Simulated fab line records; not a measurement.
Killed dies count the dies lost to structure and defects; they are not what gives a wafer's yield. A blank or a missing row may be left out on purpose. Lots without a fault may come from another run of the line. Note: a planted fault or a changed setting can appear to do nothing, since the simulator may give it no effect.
Matching of chambers || flow sfq_line || SFQ_TRILAYER_I6_CMP_CMP_166 on cmp-01 has 4 sister chambers
The step polishes SiO2. 4 wafers are shown with their chamber, then 8 later ones without.

## WAFERS, EACH WITH ITS CHAMBER
{"wafer": "L330.6", "chamber": 0, "motor_current_A (A)": 11.5}
{"wafer": "L331.1", "chamber": 3, "motor_current_A (A)": 11.2}
{"wafer": "L331.2", "chamber": 2, "motor_current_A (A)": 10.1}
{"wafer": "L334.2", "chamber": 1, "motor_current_A (A)": 9.0}

## WAFERS WHOSE CHAMBER IS MISSING
{"wafer": "L334.3", "motor_current_A (A)": 9.6}
{"wafer": "L334.6", "motor_current_A (A)": 9.1}
{"wafer": "L336.1", "motor_current_A (A)": 8.6}
{"wafer": "L336.2", "motor_current_A (A)": 9.9}
{"wafer": "L336.5", "motor_current_A (A)": 9.8}
{"wafer": "L338.1", "motor_current_A (A)": 12.0}
{"wafer": "L338.2", "motor_current_A (A)": 8.9}
{"wafer": "L338.4", "motor_current_A (A)": 9.3}

## THE CHAMBER EACH PASSED THROUGH
{"wafer": "L334.3", "from the rows above": "can't be placed: 2 or 1", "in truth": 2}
{"wafer": "L334.6", "from the rows above": 1, "in truth": 1}
{"wafer": "L336.1", "from the rows above": 1, "in truth": 1}
{"wafer": "L336.2", "from the rows above": 2, "in truth": 2}
{"wafer": "L336.5", "from the rows above": "can't be placed: 2 or 1", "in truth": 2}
{"wafer": "L338.1", "from the rows above": "can't be placed: 0 or 3", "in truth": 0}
{"wafer": "L338.2", "from the rows above": 1, "in truth": 1}
{"wafer": "L338.4", "from the rows above": "can't be placed: 1 or 2", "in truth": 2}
Correct placement for 4 of the 8. Unplaceable from these rows: 4, with the true chamber sitting among the candidates in 4. Number placed wrongly: 0.
How it was worked out, from the rows above alone: a wafer's distance from a chamber is the root of the sum, over the readings, of the square of ((its reading less the chamber's mean) divided by the reading's scatter). If the next closest chamber is less than 2 further off than the closest, the wafer can't be placed; otherwise it belongs to the closest. The mean given for a chamber averages the wafers shown for that chamber. The scatter: root of mean squared gap, hidden wafer to nearest shown wafer, with one shown wafer a chamber.
